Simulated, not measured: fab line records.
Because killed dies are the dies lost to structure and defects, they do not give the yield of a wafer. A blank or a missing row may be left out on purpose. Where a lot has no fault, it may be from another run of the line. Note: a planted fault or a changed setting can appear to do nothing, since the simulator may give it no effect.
A struck lot beside a sound one ; flow sky130 ; 17 steps out of a route of 708
Sound: the wafers L421.1, L421.2, L421.6. Struck: wafers L432.2, L432.5. (L432.6 of the same lot was not struck and is left out.) The cause comes at the end.
Each step with rows lists, per side, the tool, then ch with its chambers, then its first start. Under that, the readings that differ: sound wafers ; struck wafers ; difference of the means ; sigmas: that difference in standard deviations of wafers without a fault.
alike: same words and numbers on both sides, and readings whose means sit less than 2 such deviations apart. not compared: any withheld reading, any reading some wafer has no value for, any bound like >300 that may hide the same value, and any number with overlapping values for which the record gives no deviation.
The two part at a step that has a row with sigmas, a row that says differs or no value, or rows on one side only. Non-overlapping numbers with no deviation appear without sigmas and do not part them. Lack of a reading on every wafer of one side parts them only where that side has two or more wafers.

first, 3 steps without rows for these wafers: SKY_VIA1_EXPOSE_09 (exposes mask VIM, target cd 150 nm); SKY_VIA1_PEB_10; SKY_VIA1_DEVELOP_11 (develop time 60 s).
SKY_VIA1_CD_MEAS_12: the cd target is 150 nm.
  struck on cdSem-02, day 39 17:32; sound on cdSem-02, day 37 04:34
  alike: cdNm
SKY_VIA1_OVL_MEAS_13:
  struck on overlay-02, day 39 17:39; sound on overlay-01, day 37 04:41
  alike: VIA1_OVL
SKY_VIA1_ETCH_14: etches BARC in N2/H2, stops on SiO2, time 45.9 s, target depth 60 nm.
  sound on rieDiel-03 ch 1,3, day 37 04:43; struck on rieDiel-01 ch 1, day 39 17:41
  alike: drypumpMotorCurrentA, oesProductAu, throttleValvePct
  not compared: rfHoursCounterH
SKY_VIA1_ETCH_15: etches SiO2 in C4F8/O2/Ar, stops on TiN, target depth 351 nm, time 54 s.
  sound on rieDiel-03 ch 1,3, day 37 04:46; struck on rieDiel-01 ch 1, day 39 17:43
  alike: oesProductAu
  not compared: rfHoursCounterH
SKY_VIA1_STRIP_16: strips in O2/N2.
  sound on plasmaAsher-03 ch 0,1, day 37 04:49; struck on plasmaAsher-03 ch 0, day 39 17:46
  alike: drypumpMotorCurrentA, oesProductAu, stripTimeToEndpointS
  not compared: rfHoursCounterH
then, 3 steps without rows for these wafers: SKY_VIA1_STRIP_17 (strips in post etch residue remover, time 1200 s); SKY_VIA1_CLEAN_18 (cleans in IPA, time 180 s); SKY_VIA1_CLEAN_19 (cleans in O3/DIW).
SKY_VIA1_SPUTTER_20: material TiN, target thk 20 nm, time 80 s.
  struck on pvdSputter-01, day 39 18:22; sound on pvdSputter-01, day 37 05:25
  alike: throttleValvePct
SKY_VIA1_CVD_21: deposits W, target thk 270 nm, time 80.902 s.
  sound on cvdW-02 ch 0,1, day 37 05:28; struck on cvdW-02 ch 0, day 39 18:25
reading;sound;struck;difference;sigmas
heaterPowerW (W);1032 858 1069;765 764;-222;-2
model.W_of_VIA1_CVD_21.thkNm (nm);269.3 266.8 263.6;248.4 251.6;-16.6;
SKY_VIA1_RS_MEAS_22: uses a four-point probe to measure.
  struck on filmMetro-02, day 39 18:32; sound on filmMetro-02, day 37 05:34
reading;sound;struck;difference;sigmas
VIA1_W_RS (ohm/sq);0.428 0.432 0.437;0.464 0.459;+0.029;+4
SKY_VIA1_THK_MEAS_23: measures by xrf.
  struck on filmMetro-02, day 39 18:38; sound on filmMetro-02, day 37 05:41
reading;sound;struck;difference;sigmas
VIA1_W_THK (nm);273 268 266;250 254;-17;-4
SKY_VIA1_CMP_24: polishes, stops on SiO2, t overpolish 15 s, target thk 0 nm.
  sound on cmp-01 ch 0,2,3, day 37 05:47; struck on cmp-01 ch 2,3, day 39 18:44
  alike: headPressurePsi, motorCurrentA, overpolishRunS, slurryFilterDpKPa, slurryFlowMlMin, timeToEndpointS
SKY_PAD_OPEN_PROBE_99:
  the record holds rows for the sound wafers here (prober-02, day 48 07:27) but none for the struck ones

== WHERE THEY PART ==
At SKY_VIA1_CVD_21 first; at SKY_PAD_OPEN_PROBE_99 last (within this record only).

WHY: what the simulator had put in
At SKY_VIA1_CVD_21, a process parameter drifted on cvdW-02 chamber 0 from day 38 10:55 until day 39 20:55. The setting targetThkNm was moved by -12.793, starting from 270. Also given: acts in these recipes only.
